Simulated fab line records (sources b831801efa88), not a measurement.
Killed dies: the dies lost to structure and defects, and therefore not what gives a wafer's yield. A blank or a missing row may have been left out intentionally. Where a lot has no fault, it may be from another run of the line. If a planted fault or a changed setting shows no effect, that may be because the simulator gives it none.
fab line records ; flow sky130
record: lots: 6; wafers: 18; lastDay: 50
route steps=708 shown VT_ADJUST_LVTN@104 VT_ADJUST_NCORE@119 PAD_OPEN@708
lots that met no fault: taken from a fault-free run of the same line
startH: hours from the record's first day to the start of the lot's first wafer shown ; waitH: hours elapsed since this lot's preceding step ; " repeats the value in the row above ; L1.1+2: a single row standing in for several wafers ; - value missing, or start not given ; * or withheld: withheld ; < > ~ a bound
route shown NAME@n: names a module that has steps shown in the file, with the first one's number in the route ; usual: mean and standard deviation over wafers with no fault ; same: alike in all rows ; chamber/n: place in a boat ; sites: per-site readings ; _std_site: the standard deviation of these ; _edge_site: the outer-site mean with the inner-site mean subtracted ; radiusMm: how far each site lies from the wafer's centre ; mask NAME#n: copy n ; behind: the last tool/chamber to shape the wafer ; hold: cause of the lot's hold/its duration in hours/its outcome ; device: the n, p or np transistor that did not switch ; end of line: tests of these same wafers at the route's end ; a step given without rows: its recipe and nothing more ; killed: at the first sort, the dies lost to defects and structure; wafer yield is something else ; map: the dies of a wafer, with x for killed, . for not killed, _ for no die there
set.NAME: setting as actually run; set.NAME@STEP: the setting as run at that earlier step ; model.NAME: the simulator's own value behind a step, which no gauge read
a table for each step, a row for each wafer; lots at some steps of the route
services: a tool's chamber out of use, with start hour (startH, from the record's first day; less than 0 if before it), hours out, and reason
== steps ==
step: SKY_VT_ADJUST_LVTN_OVL_MEAS_07
usual: VT_ADJUST_LVTN_OVL: -0.1/1.2
lot.wafer;tool;chamber;startH;waitH;VT_ADJUST_LVTN_OVL[nm]
L706.1;overlay-01;-;203.62;-;1.9
L706.4;overlay-01;-;203.62;-;0.9
L706.5;overlay-01;-;203.62;-;0.9
L709.4;overlay-02;-;220.19;-;1.5
L709.5;overlay-02;-;220.19;-;-1.4
L709.6;overlay-02;-;220.19;-;0.5
L711.2;overlay-02;-;241.42;-;-1.8
L711.4;overlay-02;-;241.42;-;-0.4
L711.5;overlay-02;-;241.42;-;0.0
L712.3;overlay-01;-;260.59;-;-0.2
L712.4;overlay-01;-;260.59;-;-1.5
L712.6;overlay-01;-;260.59;-;1.9
L715.2;overlay-02;-;277.94;-;0.2
L715.3;overlay-02;-;277.94;-;-1.0
L715.5;overlay-02;-;277.94;-;-0.7
L718.4;overlay-02;-;295.55;-;0.0
L718.5;overlay-02;-;295.55;-;-2.1
L718.6;overlay-02;-;295.55;-;0.4
step: SKY_VT_ADJUST_LVTN_IMPLANT_08
recipe: species: B; energyKev: 30; doseCm2: 1.57e+12; tiltDeg: withheld
step: SKY_VT_ADJUST_LVTN_STRIP_09
recipe: chemistry: O2/N2; powerW: 1400; pressureMtorr: 1500; platenTempC: withheld; o2FlowSccm: 3000; n2FlowSccm: 300; overashFraction: 0.5
usual: drypumpMotorCurrentA: 5.6/0.38; oesProductAu: 0.723/0.0044; stripTimeToEndpointS: 36.97/0.12
lot.wafer;tool;chamber;startH;waitH;drypumpMotorCurrentA;oesProductAu;rfHoursCounterH;stripTimeToEndpointS
L706.1;plasmaAsher-04;1;203.81;0.1;5.3;0.723;53;37.24
L706.4;plasmaAsher-04;1;203.81;0.1;5.3;0.729;-;37.21
L706.5;plasmaAsher-04;0;203.81;0.1;5.5;0.723;-;37.16
L709.4;plasmaAsher-04;1;220.39;0.1;5.2;0.718;-;37.25
L709.5;plasmaAsher-04;1;220.39;0.1;5.3;0.723;-;37.18
L709.6;plasmaAsher-04;0;220.39;0.1;5.5;0.730;-;37.09
L711.2;plasmaAsher-04;0;241.60;0.1;5.5;0.722;56;36.93
L711.4;plasmaAsher-04;1;241.60;0.1;5.2;0.725;-;36.99
L711.5;plasmaAsher-04;1;241.60;0.1;5.3;0.725;-;36.87
L712.3;plasmaAsher-04;1;260.79;0.1;5.3;0.726;-;37.07
L712.4;plasmaAsher-04;0;260.79;0.1;5.5;0.725;-;37.17
L712.6;plasmaAsher-04;1;260.79;0.1;5.3;0.726;-;37.13
L715.2;plasmaAsher-02;0;278.12;0.1;6.0;0.727;16;36.97
L715.3;plasmaAsher-02;1;278.12;0.1;6.0;0.726;-;37.01
L715.5;plasmaAsher-02;0;278.12;0.1;6.0;0.729;-;37.08
L718.4;plasmaAsher-01;0;295.75;0.1;5.6;0.720;-;36.93
L718.5;plasmaAsher-01;0;295.75;0.1;5.6;0.724;-;36.99
L718.6;plasmaAsher-01;1;295.75;0.1;4.9;0.729;-;36.94
step: SKY_VT_ADJUST_LVTN_TW_MEAS_10
usual: VT_ADJUST_LVTN_TW: 243.1/3
lot.wafer;tool;chamber;startH;waitH;VT_ADJUST_LVTN_TW
L706.1;filmMetro-01;-;203.91;0.1;244.0
L706.4;filmMetro-01;-;203.91;0.1;245.1
L706.5;filmMetro-01;-;203.91;0.1;243.5
L709.4;filmMetro-02;-;220.48;0.1;244.8
L709.5;filmMetro-02;-;220.48;0.1;243.2
L709.6;filmMetro-02;-;220.48;0.1;243.9
L711.2;filmMetro-04;-;241.71;0.1;237.4
L711.4;filmMetro-04;-;241.71;0.1;237.6
L711.5;filmMetro-04;-;241.71;0.1;238.4
L712.3;filmMetro-01;-;260.88;0.1;242.2
L712.4;filmMetro-01;-;260.88;0.1;243.1
L712.6;filmMetro-01;-;260.88;0.1;243.3
L715.2;filmMetro-04;-;278.23;0.1;238.8
L715.3;filmMetro-04;-;278.23;0.1;239.9
L715.5;filmMetro-04;-;278.23;0.1;236.6
L718.4;filmMetro-01;-;295.85;0.1;243.9
L718.5;filmMetro-01;-;295.85;0.1;243.0
L718.6;filmMetro-01;-;295.85;0.1;243.6
step: SKY_VT_ADJUST_LVTN_DEHYDRATE_11
recipe: tempC: 200; timeS: 60
step: SKY_VT_ADJUST_LVTN_HMDS_12
recipe: primeTimeS: 60; primeTempC: 120
step: SKY_VT_ADJUST_LVTN_COAT_13
recipe: resist: NOVOLAK; spinRpm: 3000; resistThkNm: 1140
step: SKY_VT_ADJUST_LVTN_SOFTBAKE_14
recipe: tempC: 90; timeS: 60; resist: NOVOLAK
step: SKY_VT_ADJUST_LVTN_EXPOSE_15
recipe: maskId: HVN_STD_DERIVED; na: 0.6; sourceShape: conventional; sigmaOuter: 0.6; polarization: unpolarized; targetCdNm: 600; doseMj: 163
step: SKY_VT_ADJUST_LVTN_PEB_16
recipe: tempC: withheld; timeS: *; resist: NOVOLAK
step: SKY_VT_ADJUST_LVTN_DEVELOP_17
recipe: resist: NOVOLAK; developer: TMAH; developTimeS: 60; devTempC: 23
step: SKY_VT_ADJUST_LVTN_OVL_MEAS_18
usual: VT_ADJUST_LVTN_01_OVL: -0.2/1.6
lot.wafer;tool;chamber;startH;waitH;VT_ADJUST_LVTN_01_OVL[nm]
L706.1;overlay-01;-;226.13;0.1;-1.2
L706.4;overlay-01;-;226.13;0.1;-3.1
L706.5;overlay-01;-;226.13;0.1;-2.7
L709.4;overlay-01;-;243.79;0.1;1.7
L709.5;overlay-01;-;243.79;0.1;0.2
L709.6;overlay-01;-;243.79;0.1;-0.2
L711.2;overlay-02;-;265.32;0.1;1.8
L711.4;overlay-02;-;265.32;0.1;2.8
L711.5;overlay-02;-;265.32;0.1;-0.1
L712.3;overlay-01;-;284.84;0.1;0.3
L712.4;overlay-01;-;284.84;0.1;-1.0
L712.6;overlay-01;-;284.84;0.1;-0.1
L715.2;overlay-02;-;303.57;0.1;2.9
L715.3;overlay-02;-;303.57;0.1;-2.2
L715.5;overlay-02;-;303.57;0.1;-0.2
L718.4;overlay-02;-;320.74;0.1;0.0
L718.5;overlay-02;-;320.74;0.1;1.3
L718.6;overlay-02;-;320.74;0.1;2.3
step: SKY_VT_ADJUST_LVTN_IMPLANT_19
recipe: species: B; energyKev: 30; doseCm2: 6.5e+11; tiltDeg: withheld
usual: beamOnS: 9.95/0.21; doseIonsCm2: 6.502e+11/7.1e+08; faradayCurrentUA: 3.68/0.076
lot.wafer;tool;chamber;startH;waitH;beamOnS;doseIonsCm2;faradayCurrentUA
L706.1;implanter-02;0;226.17;0.0;9.82;6.504e+11;3.75
L706.4;implanter-02;0;226.17;0.0;9.91;6.495e+11;3.70
L706.5;implanter-02;0;226.17;0.0;10.12;6.494e+11;3.62
L709.4;implanter-03;0;243.89;0.1;9.93;6.496e+11;3.73
L709.5;implanter-03;0;243.89;0.1;9.88;6.499e+11;3.72
L709.6;implanter-03;0;243.89;0.1;9.79;6.505e+11;3.73
L711.2;implanter-03;0;265.38;0.0;9.81;8.118e+11;4.66
L711.4;implanter-03;0;265.38;0.0;9.80;8.122e+11;4.68
L711.5;implanter-03;0;265.38;0.0;10.06;8.121e+11;4.55
L712.3;implanter-03;0;284.91;0.1;10.07;8.138e+11;4.56
L712.4;implanter-03;0;284.91;0.1;9.62;8.133e+11;4.76
L712.6;implanter-03;0;284.91;0.1;9.60;8.121e+11;4.77
L715.2;implanter-02;0;303.63;0.0;10.14;6.495e+11;3.60
L715.3;implanter-02;0;303.63;0.0;10.09;6.5e+11;3.64
L715.5;implanter-02;0;303.63;0.0;10.13;6.505e+11;3.61
L718.4;implanter-02;0;320.83;0.1;10.19;6.514e+11;3.58
L718.5;implanter-02;0;320.83;0.1;9.98;6.507e+11;3.68
L718.6;implanter-02;0;320.83;0.1;10.31;6.504e+11;3.55
step: SKY_VT_ADJUST_LVTN_STRIP_20
recipe: chemistry: O2/N2; powerW: 1400; pressureMtorr: 1500; platenTempC: withheld; o2FlowSccm: 3000; n2FlowSccm: 300; overashFraction: 0.5
usual: drypumpMotorCurrentA: 5.6/0.37; oesProductAu: 0.716/0.004; stripTimeToEndpointS: 14.19/0.042
lot.wafer;tool;chamber;startH;waitH;drypumpMotorCurrentA;oesProductAu;rfHoursCounterH;stripTimeToEndpointS
L706.1;plasmaAsher-04;0;226.32;0.1;5.5;0.719;55;14.18
L706.4;plasmaAsher-04;0;226.32;0.1;5.5;0.713;-;14.20
L706.5;plasmaAsher-04;0;226.32;0.1;5.5;0.720;-;14.17
L709.4;plasmaAsher-04;0;243.99;0.1;5.5;0.716;-;14.21
L709.5;plasmaAsher-04;0;243.99;0.1;5.5;0.712;-;14.22
L709.6;plasmaAsher-04;1;243.99;0.1;5.3;0.712;-;14.21
L711.2;plasmaAsher-01;1;265.50;0.1;4.9;0.721;57;14.21
L711.4;plasmaAsher-01;0;265.50;0.1;5.6;0.723;-;14.23
L711.5;plasmaAsher-01;1;265.50;0.1;4.9;0.716;-;14.25
L712.3;plasmaAsher-02;0;285.04;0.1;6.0;0.712;-;14.28
L712.4;plasmaAsher-02;1;285.04;0.1;6.0;0.715;-;14.27
L712.6;plasmaAsher-02;0;285.04;0.1;6.0;0.721;-;14.26
L715.2;plasmaAsher-04;1;303.75;0.1;5.3;0.713;62;14.22
L715.3;plasmaAsher-04;0;303.75;0.1;5.5;0.718;-;14.19
L715.5;plasmaAsher-04;0;303.75;0.1;5.5;0.714;-;14.18
L718.4;plasmaAsher-04;1;320.94;0.1;5.3;0.705;-;14.18
L718.5;plasmaAsher-04;0;320.94;0.1;5.5;0.712;-;14.21
L718.6;plasmaAsher-04;1;320.94;0.1;5.3;0.707;-;14.16
step: SKY_VT_ADJUST_LVTN_TW_MEAS_21
usual: VT_ADJUST_LVTN_2_TW: 188.5/2.3
lot.wafer;tool;chamber;startH;waitH;VT_ADJUST_LVTN_2_TW
L706.1;filmMetro-01;-;226.42;0.1;189.5
L706.4;filmMetro-01;-;226.42;0.1;190.1
L706.5;filmMetro-01;-;226.42;0.1;189.8
L709.4;filmMetro-01;-;244.09;0.1;189.2
L709.5;filmMetro-01;-;244.09;0.1;189.5
L709.6;filmMetro-01;-;244.09;0.1;190.0
L711.2;filmMetro-01;-;265.61;0.1;201.0
L711.4;filmMetro-01;-;265.61;0.1;201.4
L711.5;filmMetro-01;-;265.61;0.1;200.1
L712.3;filmMetro-04;-;285.13;0.1;198.7
L712.4;filmMetro-04;-;285.13;0.1;198.3
L712.6;filmMetro-04;-;285.13;0.1;198.7
L715.2;filmMetro-04;-;303.86;0.1;184.7
L715.3;filmMetro-04;-;303.86;0.1;184.4
L715.5;filmMetro-04;-;303.86;0.1;186.1
L718.4;filmMetro-01;-;321.04;0.1;188.7
L718.5;filmMetro-01;-;321.04;0.1;189.5
L718.6;filmMetro-01;-;321.04;0.1;190.4
step: SKY_VT_ADJUST_NCORE_DEHYDRATE_00
recipe: tempC: 200; timeS: 60
step: SKY_PAD_OPEN_PROBE_99
usual: killed_at_M0_to_M3: 43/6.2; killed_at_M4_up: 2.8/1.7; killedAtContacts: 24/4.8; killedAtFrontEnd: 15/4.3; killedAtOther: 0.3/0.55; killedDies: 85/8.4; killedOpen: 46/6.7; killedShort: 38/6.2
same: grossDies: 492; killedAtBackSide: 0
lot.wafer;tool;chamber;startH;waitH;killed_at_M0_to_M3;killed_at_M4_up;killedAtContacts;killedAtFrontEnd;killedAtOther;killedDies;killedOpen;killedShort;model.etest.resPwellUnderGate.rsOhmSq;model.etest.nfetG5v0d10v5.bodyRiseV;model.etest.nfet_16v.bodyRiseV;model.etest.nfetG5v0d10v5.vtSatV
L706.1;prober-01;-;1131.60;0.1;43;1;29;12;0;85;50;35;2301;0.6693;0.6663;0.772
L706.4;prober-01;-;1131.75;0.2;43;4;19;17;0;83;41;41;2274;0.6708;0.667;0.7724
L706.5;prober-01;-;1131.80;0.2;47;3;20;9;0;79;39;40;2293;0.668;0.6649;0.7615
L709.4;prober-01;-;1145.43;0.2;36;4;21;22;0;83;46;37;2300;0.6802;0.6755;0.7575
L709.5;prober-01;-;1145.48;0.2;50;3;24;15;0;92;54;37;2305;0.6745;0.6716;0.7594
L709.6;prober-01;-;1145.53;0.2;46;4;20;11;0;81;50;30;2283;0.6699;0.6658;0.7615
L711.2;prober-02;-;1156.50;0.1;50;1;28;16;1;96;54;42;2282;0.6873;0.6834;0.785
L711.4;prober-02;-;1156.60;0.2;37;5;18;14;0;74;42;30;2255;0.685;0.6817;0.7654
L711.5;prober-02;-;1156.65;0.2;35;2;20;16;0;73;43;30;2278;0.6813;0.6801;0.7773
L712.3;prober-01;-;1171.99;0.2;51;1;30;15;0;97;52;45;2262;0.6776;0.6764;0.7863
L712.4;prober-01;-;1172.04;0.2;42;2;21;14;0;79;48;31;2274;0.6728;0.6721;0.7654
L712.6;prober-01;-;1172.14;0.2;45;3;26;7;1;82;37;44;2271;0.6803;0.6778;0.7643
L715.2;prober-01;-;1193.64;0.1;47;1;30;23;0;101;52;49;2290;0.6576;0.6536;0.7548
L715.3;prober-01;-;1193.69;0.2;37;2;18;15;0;72;38;30;2292;0.6617;0.6606;0.7591
L715.5;prober-01;-;1193.79;0.2;38;0;19;18;0;75;44;30;2304;0.6661;0.6626;0.7499
L718.4;prober-01;-;1202.95;0.2;54;7;23;17;0;101;56;45;2294;0.6815;0.6811;0.7773
L718.5;prober-01;-;1203.00;0.2;44;1;19;20;1;85;44;41;2282;0.6834;0.6829;0.7894
L718.6;prober-01;-;1203.05;0.2;37;4;24;13;0;78;41;37;2288;0.6899;0.6865;0.7831
killed by level:class
L706.1 CONTACT:geometricParticle:open=13 VIA1:geometricParticle:open=9 VIA2:geometricParticle:open=8 LI_CONTACT:geometricParticle:open=7 VIA1:geometricParticle:short=5 METAL1:geometricParticle:short=5 METAL2:geometricParticle:short=5 VIA3:geometricParticle:open=5
L706.4 VIA1:geometricParticle:open=11 VIA1:geometricParticle:short=7 POLY_GATE:geometricParticle:open=5 METAL1:geometricParticle:short=5 VIA2:geometricParticle:open=5 FIELD_ISO:geometricParticle:open=4 FIELD_ISO:geometricParticle:short=4 CONTACT:geometricParticle:open=4
L706.5 VIA3:geometricParticle:open=9 CONTACT:geometricParticle:open=8 VIA1:geometricParticle:open=8 CONTACT:geometricParticle:short=6 VIA1:geometricParticle:short=5 VIA2:geometricParticle:open=5 METAL3:geometricParticle:short=5 VIA3:geometricParticle:short=5
L709.4 FIELD_ISO:geometricParticle:open=7 CONTACT:geometricParticle:open=7 VIA2:geometricParticle:open=7 FIELD_ISO:geometricParticle:short=6 VIA1:geometricParticle:open=6 CONTACT:geometricParticle:short=5 METAL1:geometricParticle:short=5 LI_CONTACT:geometricParticle:open=4
L709.5 CONTACT:geometricParticle:open=9 LI_CONTACT:geometricParticle:open=9 VIA3:geometricParticle:open=9 VIA1:geometricParticle:open=8 VIA2:geometricParticle:open=7 METAL2:geometricParticle:short=6 METAL1:geometricParticle:short=5 POLY_GATE:geometricParticle:short=4
L709.6 VIA1:geometricParticle:open=18 VIA3:geometricParticle:open=9 LI_CONTACT:geometricParticle:open=7 CONTACT:geometricParticle:open=5 FIELD_ISO:geometricParticle:short=4 METAL1:geometricParticle:short=4 LOCAL_INTERCONNECT:geometricParticle:short=3 CONTACT:geometricParticle:short=3
L711.2 VIA1:geometricParticle:open=10 METAL2:geometricParticle:short=10 LI_CONTACT:geometricParticle:open=9 CONTACT:geometricParticle:open=8 VIA2:geometricParticle:open=6 VIA3:geometricParticle:open=6 CONTACT:geometricParticle:short=5 VIA1:geometricParticle:short=5
L711.4 VIA1:geometricParticle:open=11 CONTACT:geometricParticle:open=10 VIA3:geometricParticle:open=8 VIA1:geometricParticle:short=6 METAL2:geometricParticle:short=6 FIELD_ISO:geometricParticle:open=4 FIELD_ISO:geometricParticle:short=4 LI_CONTACT:geometricParticle:short=3
L711.5 CONTACT:geometricParticle:open=11 VIA1:geometricParticle:open=9 FIELD_ISO:geometricParticle:open=7 VIA1:geometricParticle:short=7 VIA2:geometricParticle:open=5 METAL1:geometricParticle:short=5 LI_CONTACT:geometricParticle:open=4 FIELD_ISO:geometricParticle:short=3
L712.3 VIA1:geometricParticle:open=11 METAL2:geometricParticle:short=10 CONTACT:geometricParticle:open=8 LI_CONTACT:geometricParticle:open=7 POLY_GATE:geometricParticle:open=6 CONTACT:geometricParticle:short=6 LI_CONTACT:geometricParticle:short=5 VIA1:geometricParticle:short=5
L712.4 VIA3:geometricParticle:open=11 VIA1:geometricParticle:open=9 LI_CONTACT:geometricParticle:open=8 METAL2:geometricParticle:short=8 CONTACT:geometricParticle:open=5 FIELD_ISO:geometricParticle:short=4 POLY_GATE:geometricParticle:open=4 METAL3:geometricParticle:short=4
L712.6 VIA1:geometricParticle:open=10 LI_CONTACT:geometricParticle:open=7 LOCAL_INTERCONNECT:geometricParticle:short=6 VIA2:geometricParticle:open=6 VIA2:geometricParticle:short=6 VIA1:geometricParticle:short=5 CONTACT:geometricParticle:short=5 METAL2:geometricParticle:short=5
L715.2 LI_CONTACT:geometricParticle:open=10 VIA3:geometricParticle:open=10 VIA1:geometricParticle:open=8 FIELD_ISO:geometricParticle:open=6 CONTACT:geometricParticle:open=6 METAL1:geometricParticle:short=6 METAL3:geometricParticle:short=6 LI_CONTACT:geometricParticle:short=5
L715.3 VIA1:geometricParticle:open=9 POLY_GATE:geometricParticle:open=6 CONTACT:geometricParticle:open=6 METAL1:geometricParticle:short=6 VIA3:geometricParticle:open=5 LI_CONTACT:geometricParticle:open=4 VIA2:geometricParticle:short=4 VIA2:geometricParticle:open=4
L715.5 VIA3:geometricParticle:open=9 VIA1:geometricParticle:open=8 LI_CONTACT:geometricParticle:open=6 CONTACT:geometricParticle:open=5 METAL1:geometricParticle:short=5 VIA2:geometricParticle:open=5 FIELD_ISO:geometricParticle:open=4 SPACER:geometricParticle:short=4
L718.4 VIA2:geometricParticle:open=16 METAL1:geometricParticle:short=10 VIA3:geometricParticle:open=8 LI_CONTACT:geometricParticle:open=7 VIA1:geometricParticle:open=7 METAL4:geometricParticle:short=6 FIELD_ISO:geometricParticle:open=5 CONTACT:geometricParticle:short=5
L718.5 CONTACT:geometricParticle:open=9 VIA3:geometricParticle:open=9 VIA1:geometricParticle:open=8 FIELD_ISO:geometricParticle:short=7 FIELD_ISO:geometricParticle:open=6 METAL1:geometricParticle:short=6 VIA3:geometricParticle:short=5 LI_CONTACT:geometricParticle:open=4
L718.6 LI_CONTACT:geometricParticle:open=10 METAL2:geometricParticle:short=9 CONTACT:geometricParticle:open=8 VIA2:geometricParticle:open=8 POLY_GATE:geometricParticle:short=5 VIA1:geometricParticle:open=5 METAL1:geometricParticle:short=4 POLY_GATE:geometricParticle:open=3
== services ==
tool;chamber;startH;hours;kind
plasmaAsher-04;-;180.69;1.7;repair
implanter-02;-;182.69;2.1;repair
implanter-03;-;188.34;3.6;pm
plasmaAsher-01;-;199.77;3.3;repair
plasmaAsher-02;-;253.87;2.8;pm
plasmaAsher-04;-;256.23;1.2;repair
implanter-02;-;259.39;2.9;pm
plasmaAsher-04;-;276.41;7.3;repair
implanter-02;-;315.04;4.7;pm
== key ==
firstSign: step: SKY_VT_ADJUST_LVTN_IMPLANT_19; reading: doseIonsCm2; direction: up; sigmas: 99+; usual: *; struck: *
effect: step: SKY_VT_ADJUST_LVTN_IMPLANT_19; reading: faradayCurrentUA; direction: up; sigmas: 13; usual: 3.68; struck: 4.66
effect: step: SKY_VT_ADJUST_LVTN_TW_MEAS_21; reading: VT_ADJUST_LVTN_2_TW; direction: up; sigmas: 4.9; usual: 188.5; struck: 199.7
modelEffect: step: SKY_PAD_OPEN_PROBE_99; value: etest.resPwellUnderGate.rsOhmSq; without: 2300; struck: 2270
metAt SKY_VT_ADJUST_LVTN_IMPLANT_19
struckWafers L711.2,L711.4,L711.5,L712.3,L712.4,L712.6
testerLeftOut L711,L712
onsetBetween 243.89 265.38
fault: kind: processParameterDrift; tool: implanter-03; chamber: -; onsetH: 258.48; steps: SKY_VT_ADJUST_LVTN_IMPLANT_19; channel: doseCm2; offset: *; shape: step; endH: 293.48; actsIn: *; stated: *
testerLeftOut: of these lots the tester's yield and bins aren't shown, on N5 and GAA mostly nor the transistor test; their killed dies are dies lost to structure and defects alone, not to doping, threshold or leakage, so they don't give the yield
